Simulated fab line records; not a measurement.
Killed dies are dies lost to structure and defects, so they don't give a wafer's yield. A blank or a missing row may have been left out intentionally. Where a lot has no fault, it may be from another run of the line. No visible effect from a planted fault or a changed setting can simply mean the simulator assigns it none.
fab line records / flow sky130
[record] lots = 5 wafers = 15 lastDay = 49
route steps=708 shown METAL1@440 PAD_OPEN@708
lots untouched by any fault: they come from a run of this same line in which no faults occurred
startH: start of the lot's first displayed wafer, in hours after the record's first day / waitH: hours from the lot's prior step to this one / " unchanged from the row above / L1.1+2: several wafers, shown together as one row / - no value, or no start given / * or withheld: withheld / < > ~ a bound
route shown NAME@n: NAME is a module with steps in the file, n the number in the route of the first one / usual: mean/standard deviation of fault-free wafers / same: alike in all rows / chamber/n: place in a boat / sites: readings site by site / _std_site: standard deviation across them / _edge_site: the outer-site mean with the inner-site mean subtracted / radiusMm: how far each site lies from the wafer's centre / mask NAME#n: copy n / behind: the last tool/chamber to shape the wafer / hold: what put the lot on hold/how long, in hours/how the hold closed / device: the n, p or np transistor that did not switch / end of line: tests of these same wafers at the route's end / a step without rows: its recipe alone / killed: dies lost to structure and defects at the first sort, not the wafer's yield / map: the dies of a wafer, with x for killed, . for not killed, _ for no die there
set.NAME: setting as actually run; set.NAME@STEP: the setting as run at that earlier step / model.NAME: the simulator's own value behind a step, which no gauge read
lots at some steps of the route; a table a step, a row a wafer
services: a tool's chamber out of use, with start hour (startH, from the record's first day; less than 0 if before it), hours out, and reason
[[steps]]
[step SKY_METAL1_THK_MEAS_06]
[recipe] thkMeasGauge = xrf reads = AlCu_of_METAL1_SPUTTER_02
[usual] METAL1_ALCU_THK = 252/3.6
lot.wafer=L751.1 tool=filmMetro-02 chamber=- startH=763.68 waitH=0.1 METAL1_ALCU_THK[nm]=248
lot.wafer=L751.2 tool=filmMetro-02 chamber=- startH=763.68 waitH=0.1 METAL1_ALCU_THK[nm]=251
lot.wafer=L751.5 tool=filmMetro-02 chamber=- startH=763.68 waitH=0.1 METAL1_ALCU_THK[nm]=252
lot.wafer=L752.1 tool=filmMetro-01 chamber=- startH=769.95 waitH=0.1 METAL1_ALCU_THK[nm]=255
lot.wafer=L752.5 tool=filmMetro-01 chamber=- startH=769.95 waitH=0.1 METAL1_ALCU_THK[nm]=259
lot.wafer=L752.6 tool=filmMetro-01 chamber=- startH=769.95 waitH=0.1 METAL1_ALCU_THK[nm]=255
lot.wafer=L753.2 tool=filmMetro-01 chamber=- startH=780.73 waitH=0.1 METAL1_ALCU_THK[nm]=253
lot.wafer=L753.4 tool=filmMetro-01 chamber=- startH=780.73 waitH=0.1 METAL1_ALCU_THK[nm]=251
lot.wafer=L753.5 tool=filmMetro-01 chamber=- startH=780.73 waitH=0.1 METAL1_ALCU_THK[nm]=251
lot.wafer=L754.1 tool=filmMetro-04 chamber=- startH=785.56 waitH=0.1 METAL1_ALCU_THK[nm]=251
lot.wafer=L754.2 tool=filmMetro-04 chamber=- startH=785.56 waitH=0.1 METAL1_ALCU_THK[nm]=251
lot.wafer=L754.4 tool=filmMetro-04 chamber=- startH=785.56 waitH=0.1 METAL1_ALCU_THK[nm]=247
lot.wafer=L765.1 tool=filmMetro-02 chamber=- startH=865.12 waitH=0.1 METAL1_ALCU_THK[nm]=254
lot.wafer=L765.2 tool=filmMetro-02 chamber=- startH=865.12 waitH=0.1 METAL1_ALCU_THK[nm]=256
lot.wafer=L765.5 tool=filmMetro-02 chamber=- startH=865.12 waitH=0.1 METAL1_ALCU_THK[nm]=259
[step SKY_METAL1_DEHYDRATE_07]
[recipe] tempC = 200 timeS = 60
[step SKY_METAL1_HMDS_08]
[recipe] primeTimeS = 60 primeTempC = 120
[step SKY_METAL1_COAT_09]
[recipe] resist = BARC tempC = withheld timeS = withheld spinRpm = 3000 resistThkNm = 60
[step SKY_METAL1_COAT_10]
[recipe] resist = KrF-thick spinRpm = 3000 resistThkNm = 450
[step SKY_METAL1_SOFTBAKE_11]
[recipe] tempC = 100 timeS = 90 resist = KrF-thick
[step SKY_METAL1_EXPOSE_12]
[recipe] maskId = MM1 na = 0.8 sourceShape = annular sigmaInner = 0.55 sigmaOuter = 0.85 targetCdNm = 140 doseMj = 28
[step SKY_METAL1_PEB_13]
[recipe] pebTempC = withheld pebTimeS = withheld resist = KrF-thick
[step SKY_METAL1_DEVELOP_14]
[recipe] developTimeS = 60 resist = KrF-thick devTempC = 21
[step SKY_METAL1_CD_MEAS_15]
[recipe] targetCdNm = 140
[usual] cdNm = 139.6/1.6
lot.wafer=L751.1 tool=cdSem-01 chamber=- startH=789.97 waitH=- cdNm=139.4
lot.wafer=L751.2 tool=cdSem-01 chamber=- startH=789.97 waitH=- cdNm=139.6
lot.wafer=L751.5 tool=cdSem-01 chamber=- startH=789.97 waitH=- cdNm=138.4
lot.wafer=L752.1 tool=cdSem-02 chamber=- startH=796.29 waitH=- cdNm=140.1
lot.wafer=L752.5 tool=cdSem-02 chamber=- startH=796.29 waitH=- cdNm=140.2
lot.wafer=L752.6 tool=cdSem-02 chamber=- startH=796.29 waitH=- cdNm=139.8
lot.wafer=L753.2 tool=cdSem-02 chamber=- startH=807.66 waitH=- cdNm=141.3
lot.wafer=L753.4 tool=cdSem-02 chamber=- startH=807.66 waitH=- cdNm=140.7
lot.wafer=L753.5 tool=cdSem-02 chamber=- startH=807.66 waitH=- cdNm=141.8
lot.wafer=L754.1 tool=cdSem-01 chamber=- startH=812.84 waitH=- cdNm=138.2
lot.wafer=L754.2 tool=cdSem-01 chamber=- startH=812.84 waitH=- cdNm=138.4
lot.wafer=L754.4 tool=cdSem-01 chamber=- startH=812.84 waitH=- cdNm=139.9
lot.wafer=L765.1 tool=cdSem-01 chamber=- startH=891.24 waitH=- cdNm=142.0
lot.wafer=L765.2 tool=cdSem-01 chamber=- startH=891.24 waitH=- cdNm=138.9
lot.wafer=L765.5 tool=cdSem-01 chamber=- startH=891.24 waitH=- cdNm=140.8
[step SKY_METAL1_OVL_MEAS_16]
[usual] METAL1_OVL = -4/5.9
lot.wafer=L751.1 tool=overlay-01 chamber=- startH=790.09 waitH=0.1 METAL1_OVL[nm]=-2
lot.wafer=L751.2 tool=overlay-01 chamber=- startH=790.09 waitH=0.1 METAL1_OVL[nm]=0
lot.wafer=L751.5 tool=overlay-01 chamber=- startH=790.09 waitH=0.1 METAL1_OVL[nm]=-7
lot.wafer=L752.1 tool=overlay-01 chamber=- startH=796.41 waitH=0.1 METAL1_OVL[nm]=3
lot.wafer=L752.5 tool=overlay-01 chamber=- startH=796.41 waitH=0.1 METAL1_OVL[nm]=-3
lot.wafer=L752.6 tool=overlay-01 chamber=- startH=796.41 waitH=0.1 METAL1_OVL[nm]=0
lot.wafer=L753.2 tool=overlay-02 chamber=- startH=807.77 waitH=0.1 METAL1_OVL[nm]=-5
lot.wafer=L753.4 tool=overlay-02 chamber=- startH=807.77 waitH=0.1 METAL1_OVL[nm]=-5
lot.wafer=L753.5 tool=overlay-02 chamber=- startH=807.77 waitH=0.1 METAL1_OVL[nm]=-7
lot.wafer=L754.1 tool=overlay-02 chamber=- startH=812.96 waitH=0.1 METAL1_OVL[nm]=-10
lot.wafer=L754.2 tool=overlay-02 chamber=- startH=812.96 waitH=0.1 METAL1_OVL[nm]=-14
lot.wafer=L754.4 tool=overlay-02 chamber=- startH=812.96 waitH=0.1 METAL1_OVL[nm]=-15
lot.wafer=L765.1 tool=overlay-01 chamber=- startH=891.36 waitH=0.1 METAL1_OVL[nm]=-8
lot.wafer=L765.2 tool=overlay-01 chamber=- startH=891.36 waitH=0.1 METAL1_OVL[nm]=-15
lot.wafer=L765.5 tool=overlay-01 chamber=- startH=891.36 waitH=0.1 METAL1_OVL[nm]=-2
[step SKY_METAL1_DESCUM_17]
[recipe] chemistry = O2 sourcePowerW = 150 biasPowerW = 0 pressureMtorr = 10 tempC = 40 timeS = 8
[usual] drypumpMotorCurrentA = 5.62/0.13 oesProductAu = 0.994/0.015 tempC = 40.00/0.11
lot.wafer=L751.1 tool=rieMetal-04 chamber=0 startH=790.13 waitH=0.0 drypumpMotorCurrentA=5.75 oesProductAu=0.991 rfHoursCounterH=15 tempC=39.84
lot.wafer=L751.2 tool=rieMetal-04 chamber=1 startH=790.13 waitH=0.0 drypumpMotorCurrentA=5.73 oesProductAu=0.975 rfHoursCounterH=11 tempC=40.01
lot.wafer=L751.5 tool=rieMetal-04 chamber=1 startH=790.13 waitH=0.0 drypumpMotorCurrentA=5.74 oesProductAu=0.988 rfHoursCounterH=- tempC=40.18
lot.wafer=L752.1 tool=rieMetal-02 chamber=1 startH=796.45 waitH=0.0 drypumpMotorCurrentA=5.78 oesProductAu=1.004 rfHoursCounterH=0 tempC=39.96
lot.wafer=L752.5 tool=rieMetal-02 chamber=1 startH=796.45 waitH=0.0 drypumpMotorCurrentA=5.75 oesProductAu=1.007 rfHoursCounterH=- tempC=40.07
lot.wafer=L752.6 tool=rieMetal-02 chamber=0 startH=796.45 waitH=0.0 drypumpMotorCurrentA=5.49 oesProductAu=1.005 rfHoursCounterH=- tempC=40.29
lot.wafer=L753.2 tool=rieMetal-01 chamber=1 startH=807.80 waitH=0.0 drypumpMotorCurrentA=5.42 oesProductAu=0.973 rfHoursCounterH=0 tempC=40.11
lot.wafer=L753.4 tool=rieMetal-01 chamber=1 startH=807.80 waitH=0.0 drypumpMotorCurrentA=5.44 oesProductAu=0.970 rfHoursCounterH=- tempC=39.98
lot.wafer=L753.5 tool=rieMetal-01 chamber=0 startH=807.80 waitH=0.0 drypumpMotorCurrentA=5.57 oesProductAu=0.985 rfHoursCounterH=- tempC=39.98
lot.wafer=L754.1 tool=rieMetal-01 chamber=1 startH=813.00 waitH=0.0 drypumpMotorCurrentA=5.43 oesProductAu=0.976 rfHoursCounterH=0 tempC=40.10
lot.wafer=L754.2 tool=rieMetal-01 chamber=0 startH=813.00 waitH=0.0 drypumpMotorCurrentA=5.55 oesProductAu=0.990 rfHoursCounterH=6 tempC=39.95
lot.wafer=L754.4 tool=rieMetal-01 chamber=1 startH=813.00 waitH=0.0 drypumpMotorCurrentA=5.42 oesProductAu=0.983 rfHoursCounterH=- tempC=40.16
lot.wafer=L765.1 tool=rieMetal-04 chamber=0 startH=891.40 waitH=0.0 drypumpMotorCurrentA=5.73 oesProductAu=1.011 rfHoursCounterH=1 tempC=39.94
lot.wafer=L765.2 tool=rieMetal-04 chamber=1 startH=891.40 waitH=0.0 drypumpMotorCurrentA=5.75 oesProductAu=0.986 rfHoursCounterH=15 tempC=39.95
lot.wafer=L765.5 tool=rieMetal-04 chamber=0 startH=891.40 waitH=0.0 drypumpMotorCurrentA=5.75 oesProductAu=1.012 rfHoursCounterH=- tempC=39.86
[step SKY_METAL1_ETCH_18]
[recipe] chemistry = N2/H2 target = BARC ionEnergyEv = 200 biasW = 100 pressureMtorr = 30 n2FlowSccm = 100 h2FlowSccm = 200 icpW = 500 stopOn = SiO2 timeS = 45.9 targetDepthA = 600
[usual] drypumpMotorCurrentA = 5.63/0.13 oesProductAu = 0.855/0.0053 rfFwdPowerW = 495.5/1.9 throttleValvePct = 13.224/0.0091
lot.wafer=L751.1 tool=rieMetal-04 chamber=0 startH=790.16 waitH=0.0 drypumpMotorCurrentA=5.73 oesProductAu=0.859 rfFwdPowerW=498.0 rfHoursCounterH=15 throttleValvePct=13.238 model.KrF-thick_of_METAL1_COAT_10.thkNm=398.1
lot.wafer=L751.2 tool=rieMetal-04 chamber=1 startH=790.16 waitH=0.0 drypumpMotorCurrentA=5.75 oesProductAu=0.854 rfFwdPowerW=494.1 rfHoursCounterH=11 throttleValvePct=13.214 model.KrF-thick_of_METAL1_COAT_10.thkNm=397
lot.wafer=L751.5 tool=rieMetal-04 chamber=1 startH=790.16 waitH=0.0 drypumpMotorCurrentA=5.75 oesProductAu=0.856 rfFwdPowerW=496.4 rfHoursCounterH=- throttleValvePct=13.223 model.KrF-thick_of_METAL1_COAT_10.thkNm=396.5
lot.wafer=L752.1 tool=rieMetal-02 chamber=1 startH=796.48 waitH=0.0 drypumpMotorCurrentA=5.80 oesProductAu=0.862 rfFwdPowerW=492.5 rfHoursCounterH=0 throttleValvePct=13.240 model.KrF-thick_of_METAL1_COAT_10.thkNm=392.8
lot.wafer=L752.5 tool=rieMetal-02 chamber=1 startH=796.48 waitH=0.0 drypumpMotorCurrentA=5.79 oesProductAu=0.863 rfFwdPowerW=493.2 rfHoursCounterH=- throttleValvePct=13.232 model.KrF-thick_of_METAL1_COAT_10.thkNm=391.9
lot.wafer=L752.6 tool=rieMetal-02 chamber=0 startH=796.48 waitH=0.0 drypumpMotorCurrentA=5.47 oesProductAu=0.851 rfFwdPowerW=493.4 rfHoursCounterH=- throttleValvePct=13.217 model.KrF-thick_of_METAL1_COAT_10.thkNm=392.1
lot.wafer=L753.2 tool=rieMetal-01 chamber=1 startH=807.83 waitH=0.0 drypumpMotorCurrentA=5.43 oesProductAu=0.857 rfFwdPowerW=495.0 rfHoursCounterH=0 throttleValvePct=13.229 model.KrF-thick_of_METAL1_COAT_10.thkNm=395.1
lot.wafer=L753.4 tool=rieMetal-01 chamber=1 startH=807.83 waitH=0.0 drypumpMotorCurrentA=5.45 oesProductAu=0.851 rfFwdPowerW=497.6 rfHoursCounterH=- throttleValvePct=13.229 model.KrF-thick_of_METAL1_COAT_10.thkNm=395
lot.wafer=L753.5 tool=rieMetal-01 chamber=0 startH=807.83 waitH=0.0 drypumpMotorCurrentA=5.58 oesProductAu=0.857 rfFwdPowerW=495.4 rfHoursCounterH=- throttleValvePct=13.214 model.KrF-thick_of_METAL1_COAT_10.thkNm=393.2
lot.wafer=L754.1 tool=rieMetal-01 chamber=1 startH=813.03 waitH=0.0 drypumpMotorCurrentA=5.44 oesProductAu=0.859 rfFwdPowerW=493.9 rfHoursCounterH=0 throttleValvePct=13.222 model.KrF-thick_of_METAL1_COAT_10.thkNm=392.9
lot.wafer=L754.2 tool=rieMetal-01 chamber=0 startH=813.03 waitH=0.0 drypumpMotorCurrentA=5.57 oesProductAu=0.856 rfFwdPowerW=490.0 rfHoursCounterH=6 throttleValvePct=13.223 model.KrF-thick_of_METAL1_COAT_10.thkNm=391.7
lot.wafer=L754.4 tool=rieMetal-01 chamber=1 startH=813.03 waitH=0.0 drypumpMotorCurrentA=5.42 oesProductAu=0.862 rfFwdPowerW=495.3 rfHoursCounterH=- throttleValvePct=13.226 model.KrF-thick_of_METAL1_COAT_10.thkNm=394.1
lot.wafer=L765.1 tool=rieMetal-04 chamber=0 startH=891.43 waitH=0.0 drypumpMotorCurrentA=5.75 oesProductAu=0.857 rfFwdPowerW=577.0 rfHoursCounterH=1 throttleValvePct=13.233 model.KrF-thick_of_METAL1_COAT_10.thkNm=386.4
lot.wafer=L765.2 tool=rieMetal-04 chamber=1 startH=891.43 waitH=0.0 drypumpMotorCurrentA=5.74 oesProductAu=0.853 rfFwdPowerW=494.2 rfHoursCounterH=15 throttleValvePct=13.234 model.KrF-thick_of_METAL1_COAT_10.thkNm=392.5
lot.wafer=L765.5 tool=rieMetal-04 chamber=0 startH=891.43 waitH=0.0 drypumpMotorCurrentA=5.74 oesProductAu=0.853 rfFwdPowerW=576.2 rfHoursCounterH=- throttleValvePct=13.228 model.KrF-thick_of_METAL1_COAT_10.thkNm=385.9
[step SKY_METAL1_METAL_ETCH_19]
[recipe] targetDepthA = 3600 stopOn = SiO2 overEtchFrac = 0.3 timeS = 78 chemistry = Cl2/BCl3 resistSidewallDeg = 88 pressureMtorr = 10 icpW = 900 biasW = 48.5 Cl2_flow_sccm = 60 bcl3FlowSccm = 30
[usual] drypumpMotorCurrentA = 5.62/0.13 mfcCl2Sccm = 60.04/0.19 oesProductAu = 0.854/0.0061 rfFwdPowerW = 894/3.4 throttleValvePct = 22.264/0.0094
lot.wafer=L751.1 tool=rieMetal-04 chamber=0 startH=790.23 waitH=0.0 drypumpMotorCurrentA=5.74 mfcCl2Sccm=59.91 oesProductAu=0.851 rfFwdPowerW=894 rfHoursCounterH=15 throttleValvePct=22.255
lot.wafer=L751.2 tool=rieMetal-04 chamber=1 startH=790.23 waitH=0.0 drypumpMotorCurrentA=5.75 mfcCl2Sccm=59.78 oesProductAu=0.855 rfFwdPowerW=893 rfHoursCounterH=11 throttleValvePct=22.268
lot.wafer=L751.5 tool=rieMetal-04 chamber=1 startH=790.23 waitH=0.0 drypumpMotorCurrentA=5.75 mfcCl2Sccm=59.97 oesProductAu=0.853 rfFwdPowerW=895 rfHoursCounterH=- throttleValvePct=22.249
lot.wafer=L752.1 tool=rieMetal-02 chamber=1 startH=796.54 waitH=0.0 drypumpMotorCurrentA=5.77 mfcCl2Sccm=59.96 oesProductAu=0.864 rfFwdPowerW=895 rfHoursCounterH=0 throttleValvePct=22.266
lot.wafer=L752.5 tool=rieMetal-02 chamber=1 startH=796.54 waitH=0.0 drypumpMotorCurrentA=5.78 mfcCl2Sccm=59.98 oesProductAu=0.856 rfFwdPowerW=893 rfHoursCounterH=- throttleValvePct=22.240
lot.wafer=L752.6 tool=rieMetal-02 chamber=0 startH=796.54 waitH=0.0 drypumpMotorCurrentA=5.45 mfcCl2Sccm=59.75 oesProductAu=0.861 rfFwdPowerW=901 rfHoursCounterH=- throttleValvePct=22.279
lot.wafer=L753.2 tool=rieMetal-01 chamber=1 startH=807.89 waitH=0.0 drypumpMotorCurrentA=5.42 mfcCl2Sccm=60.09 oesProductAu=0.859 rfFwdPowerW=896 rfHoursCounterH=0 throttleValvePct=22.266
lot.wafer=L753.4 tool=rieMetal-01 chamber=1 startH=807.89 waitH=0.0 drypumpMotorCurrentA=5.42 mfcCl2Sccm=59.87 oesProductAu=0.851 rfFwdPowerW=890 rfHoursCounterH=- throttleValvePct=22.253
lot.wafer=L753.5 tool=rieMetal-01 chamber=0 startH=807.89 waitH=0.0 drypumpMotorCurrentA=5.57 mfcCl2Sccm=59.87 oesProductAu=0.855 rfFwdPowerW=898 rfHoursCounterH=- throttleValvePct=22.249
lot.wafer=L754.1 tool=rieMetal-01 chamber=1 startH=813.09 waitH=0.0 drypumpMotorCurrentA=5.42 mfcCl2Sccm=59.95 oesProductAu=0.868 rfFwdPowerW=892 rfHoursCounterH=1 throttleValvePct=22.259
lot.wafer=L754.2 tool=rieMetal-01 chamber=0 startH=813.09 waitH=0.0 drypumpMotorCurrentA=5.55 mfcCl2Sccm=60.03 oesProductAu=0.852 rfFwdPowerW=892 rfHoursCounterH=6 throttleValvePct=22.261
lot.wafer=L754.4 tool=rieMetal-01 chamber=1 startH=813.09 waitH=0.0 drypumpMotorCurrentA=5.43 mfcCl2Sccm=60.12 oesProductAu=0.844 rfFwdPowerW=894 rfHoursCounterH=- throttleValvePct=22.269
lot.wafer=L765.1 tool=rieMetal-04 chamber=0 startH=891.49 waitH=0.0 drypumpMotorCurrentA=5.71 mfcCl2Sccm=60.05 oesProductAu=0.858 rfFwdPowerW=898 rfHoursCounterH=1 throttleValvePct=22.262
lot.wafer=L765.2 tool=rieMetal-04 chamber=1 startH=891.49 waitH=0.0 drypumpMotorCurrentA=5.73 mfcCl2Sccm=60.09 oesProductAu=0.862 rfFwdPowerW=898 rfHoursCounterH=16 throttleValvePct=22.249
lot.wafer=L765.5 tool=rieMetal-04 chamber=0 startH=891.49 waitH=0.0 drypumpMotorCurrentA=5.73 mfcCl2Sccm=59.87 oesProductAu=0.846 rfFwdPowerW=895 rfHoursCounterH=- throttleValvePct=22.255
[step SKY_PAD_OPEN_PROBE_99]
[usual] defectLimitedYield = 81.9/2 killed_at_M0_to_M3 = 43/6.5 killed_at_M4_up = 3.2/1.8 killedAtContacts = 26/5.2 killedAtFrontEnd = 16/4.8 killedAtOther = 0.3/0.6 killedDies = 89/9.6 killedOpen = 48/7.1 killedShort = 40/6.4 sort_bin_3_pad_short = 0.9/0.37 sort_bin_5_function = 10.7/1.4 sort_bin_6_memory = 6.5/1.2 sortNPass = 403/9.6 sortYieldPct = 81.9/2
[same] grossDies = 492 killedAtBackSide = 0 sort_bin_4_leakage[%] = 0 sort_bin_8_speed[%] = 0
lot.wafer=L752.1 tool=prober-02 chamber=- startH=1099.93 waitH=0.1 defectLimitedYield[%]=82.7 killed_at_M0_to_M3=40 killed_at_M4_up=6 killedAtContacts=23 killedAtFrontEnd=16 killedAtOther=0 killedDies=85 killedOpen=48 killedShort=37 sort_bin_3_pad_short[%]=0.6 sort_bin_5_function[%]=10.2 sort_bin_6_memory[%]=6.5 sortNPass=407 sortYieldPct[%]=82.7
lot.wafer=L752.5 tool=prober-02 chamber=- startH=1100.13 waitH=0.2 defectLimitedYield[%]=79.7 killed_at_M0_to_M3=49 killed_at_M4_up=3 killedAtContacts=31 killedAtFrontEnd=17 killedAtOther=0 killedDies=100 killedOpen=65 killedShort=35 sort_bin_3_pad_short[%]=0.8 sort_bin_5_function[%]=12.2 sort_bin_6_memory[%]=7.3 sortNPass=392 sortYieldPct[%]=79.7
lot.wafer=L752.6 tool=prober-02 chamber=- startH=1100.18 waitH=0.2 defectLimitedYield[%]=82.3 killed_at_M0_to_M3=54 killed_at_M4_up=5 killedAtContacts=15 killedAtFrontEnd=13 killedAtOther=0 killedDies=87 killedOpen=46 killedShort=41 sort_bin_3_pad_short[%]=1.0 sort_bin_5_function[%]=11.0 sort_bin_6_memory[%]=5.7 sortNPass=405 sortYieldPct[%]=82.3
lot.wafer=L753.2 tool=prober-02 chamber=- startH=1109.20 waitH=0.1 defectLimitedYield[%]=82.9 killed_at_M0_to_M3=42 killed_at_M4_up=2 killedAtContacts=23 killedAtFrontEnd=17 killedAtOther=0 killedDies=84 killedOpen=56 killedShort=27 sort_bin_3_pad_short[%]=0.6 sort_bin_5_function[%]=9.8 sort_bin_6_memory[%]=6.7 sortNPass=408 sortYieldPct[%]=82.9
lot.wafer=L753.4 tool=prober-02 chamber=- startH=1109.30 waitH=0.2 defectLimitedYield[%]=82.5 killed_at_M0_to_M3=38 killed_at_M4_up=5 killedAtContacts=29 killedAtFrontEnd=13 killedAtOther=1 killedDies=86 killedOpen=52 killedShort=33 sort_bin_3_pad_short[%]=1.2 sort_bin_5_function[%]=10.4 sort_bin_6_memory[%]=5.9 sortNPass=406 sortYieldPct[%]=82.5
lot.wafer=L753.5 tool=prober-02 chamber=- startH=1109.35 waitH=0.2 defectLimitedYield[%]=82.5 killed_at_M0_to_M3=38 killed_at_M4_up=1 killedAtContacts=29 killedAtFrontEnd=18 killedAtOther=0 killedDies=86 killedOpen=50 killedShort=35 sort_bin_3_pad_short[%]=0.8 sort_bin_5_function[%]=11.8 sort_bin_6_memory[%]=4.9 sortNPass=406 sortYieldPct[%]=82.5
lot.wafer=L754.1 tool=prober-02 chamber=- startH=1115.99 waitH=0.1 defectLimitedYield[%]=86.4 killed_at_M0_to_M3=32 killed_at_M4_up=3 killedAtContacts=22 killedAtFrontEnd=10 killedAtOther=0 killedDies=67 killedOpen=38 killedShort=29 sort_bin_3_pad_short[%]=0.8 sort_bin_5_function[%]=8.7 sort_bin_6_memory[%]=4.1 sortNPass=425 sortYieldPct[%]=86.4
lot.wafer=L754.2 tool=prober-02 chamber=- startH=1116.04 waitH=0.1 defectLimitedYield[%]=79.7 killed_at_M0_to_M3=48 killed_at_M4_up=4 killedAtContacts=24 killedAtFrontEnd=24 killedAtOther=0 killedDies=100 killedOpen=50 killedShort=50 sort_bin_3_pad_short[%]=1.4 sort_bin_5_function[%]=9.8 sort_bin_6_memory[%]=9.1 sortNPass=392 sortYieldPct[%]=79.7
lot.wafer=L754.4 tool=prober-02 chamber=- startH=1116.14 waitH=0.2 defectLimitedYield[%]=84.6 killed_at_M0_to_M3=47 killed_at_M4_up=0 killedAtContacts=18 killedAtFrontEnd=11 killedAtOther=0 killedDies=76 killedOpen=35 killedShort=41 sort_bin_3_pad_short[%]=1.2 sort_bin_5_function[%]=7.7 sort_bin_6_memory[%]=6.5 sortNPass=416 sortYieldPct[%]=84.6
lot.wafer=L765.1 tool=prober-02 chamber=- startH=1171.80 waitH=0.1 defectLimitedYield[%]=79.1 killed_at_M0_to_M3=56 killed_at_M4_up=2 killedAtContacts=30 killedAtFrontEnd=14 killedAtOther=1 killedDies=103 killedOpen=52 killedShort=51 sort_bin_3_pad_short[%]=1.0 sort_bin_5_function[%]=11.6 sort_bin_6_memory[%]=8.3 sortNPass=389 sortYieldPct[%]=79.1
lot.wafer=L765.2 tool=prober-02 chamber=- startH=1171.85 waitH=0.1 defectLimitedYield[%]=81.5 killed_at_M0_to_M3=45 killed_at_M4_up=2 killedAtContacts=25 killedAtFrontEnd=19 killedAtOther=0 killedDies=91 killedOpen=51 killedShort=40 sort_bin_3_pad_short[%]=0.8 sort_bin_5_function[%]=11.6 sort_bin_6_memory[%]=6.1 sortNPass=401 sortYieldPct[%]=81.5
lot.wafer=L765.5 tool=prober-02 chamber=- startH=1172.00 waitH=0.2 defectLimitedYield[%]=79.7 killed_at_M0_to_M3=45 killed_at_M4_up=6 killedAtContacts=35 killedAtFrontEnd=14 killedAtOther=0 killedDies=100 killedOpen=50 killedShort=50 sort_bin_3_pad_short[%]=1.0 sort_bin_5_function[%]=12.2 sort_bin_6_memory[%]=7.1 sortNPass=392 sortYieldPct[%]=79.7
// killed by level:class
L752.1 CONTACT:geometricParticle:open=9 LI_CONTACT:geometricParticle:open=9 VIA1:geometricParticle:open=9 VIA2:geometricParticle:open=5 METAL1:geometricParticle:short=5 METAL4:geometricParticle:short=5 FIELD_ISO:geometricParticle:open=4 POLY_GATE:geometricParticle:open=4
L752.5 CONTACT:geometricParticle:open=12 VIA1:geometricParticle:open=10 VIA3:geometricParticle:open=9 LI_CONTACT:geometricParticle:open=8 POLY_GATE:geometricParticle:open=7 VIA2:geometricParticle:open=6 CONTACT:geometricParticle:short=5 METAL3:geometricParticle:short=4
L752.6 VIA3:geometricParticle:open=11 METAL2:geometricParticle:short=10 VIA1:geometricParticle:open=8 FIELD_ISO:geometricParticle:open=7 METAL1:geometricParticle:short=7 CONTACT:geometricParticle:open=6 VIA2:geometricParticle:short=6 VIA2:geometricParticle:open=6
L753.2 CONTACT:geometricParticle:open=10 VIA1:geometricParticle:open=10 VIA3:geometricParticle:open=10 LI_CONTACT:geometricParticle:open=9 FIELD_ISO:geometricParticle:short=5 VIA3:geometricParticle:short=5 VIA2:geometricParticle:open=5 SPACER:geometricParticle:open=3
L753.4 CONTACT:geometricParticle:open=15 VIA1:geometricParticle:open=13 LI_CONTACT:geometricParticle:open=8 METAL1:geometricParticle:short=6 POLY_GATE:geometricParticle:short=4 LI_CONTACT:geometricParticle:short=4 VIA1:geometricParticle:short=4 METAL4:geometricParticle:short=4
L753.5 CONTACT:geometricParticle:open=13 VIA1:geometricParticle:open=12 METAL1:geometricParticle:short=6 CONTACT:geometricParticle:short=6 VIA3:geometricParticle:open=6 LOCAL_INTERCONNECT:geometricParticle:short=5 FIELD_ISO:geometricParticle:open=4 SPACER:geometricParticle:open=3
L754.1 VIA1:geometricParticle:open=13 CONTACT:geometricParticle:open=10 VIA1:geometricParticle:short=5 LI_CONTACT:geometricParticle:open=4 METAL2:geometricParticle:short=4 FIELD_ISO:geometricParticle:open=3 LI_CONTACT:geometricParticle:short=3 CONTACT:geometricParticle:short=3
L754.2 VIA1:geometricParticle:open=9 VIA2:geometricParticle:open=8 VIA3:geometricParticle:open=8 VIA2:geometricParticle:short=7 METAL2:geometricParticle:short=7 FIELD_ISO:geometricParticle:open=6 POLY_GATE:geometricParticle:short=6 CONTACT:geometricParticle:open=6
L754.4 VIA2:geometricParticle:open=10 LI_CONTACT:geometricParticle:short=7 VIA2:geometricParticle:short=6 CONTACT:geometricParticle:open=6 VIA1:geometricParticle:open=6 METAL2:geometricParticle:short=6 VIA1:geometricParticle:short=5 METAL3:geometricParticle:short=4
L765.1 VIA1:geometricParticle:open=13 CONTACT:geometricParticle:open=12 METAL1:geometricParticle:short=9 VIA3:geometricParticle:open=7 VIA3:geometricParticle:short=6 LI_CONTACT:geometricParticle:open=6 CONTACT:geometricParticle:short=5 VIA1:geometricParticle:short=5
L765.2 VIA1:geometricParticle:open=13 CONTACT:geometricParticle:open=9 METAL2:geometricParticle:short=8 VIA2:geometricParticle:open=7 FIELD_ISO:geometricParticle:short=6 CONTACT:geometricParticle:short=6 VIA3:geometricParticle:open=6 POLY_GATE:geometricParticle:open=4
L765.5 CONTACT:geometricParticle:open=15 VIA1:geometricParticle:open=10 METAL2:geometricParticle:short=6 LI_CONTACT:geometricParticle:open=6 CONTACT:geometricParticle:short=6 METAL1:geometricParticle:short=6 VIA2:geometricParticle:open=6 FIELD_ISO:geometricParticle:short=5
[[services]]
tool=rieMetal-01 chamber=1 startH=776.16 hours=- kind=clean
tool=rieMetal-01 chamber=1 startH=776.16 hours=27.4 kind=scheduledDown
tool=rieMetal-01 chamber=1 startH=776.16 hours=27.4 kind=ventCycle
tool=rieMetal-02 chamber=0 startH=833.39 hours=- kind=clean
tool=rieMetal-02 chamber=0 startH=833.39 hours=18.3 kind=scheduledDown
tool=rieMetal-02 chamber=0 startH=833.39 hours=18.3 kind=ventCycle
tool=rieMetal-04 chamber=0 startH=850.38 hours=- kind=clean
tool=rieMetal-04 chamber=0 startH=850.38 hours=22.2 kind=scheduledDown
tool=rieMetal-04 chamber=0 startH=850.38 hours=22.2 kind=ventCycle
tool=rieMetal-04 chamber=- startH=861.35 hours=2.0 kind=repair
[[key]]
[firstSign] step = SKY_METAL1_ETCH_18 reading = rfFwdPowerW direction = up sigmas = 43 usual = 495.5 struck = 576.6
effect none on later readings
[modelEffect] step = SKY_METAL1_ETCH_18 value = KrF-thick_of_METAL1_COAT_10.thkNm without = 392.4 struck = 386.1
metAt SKY_METAL1_ETCH_18
struckWafers L765.1,L765.5
onsetBetween 790.16 891.43
[fault] kind = processParameterDrift tool = rieMetal-04 chamber = 0 onsetH = 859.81 steps = SKY_METAL1_ETCH_18 channel = icpW offset = 80 shape = step endH = 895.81 actsIn = theseRecipesOnly stated = 500
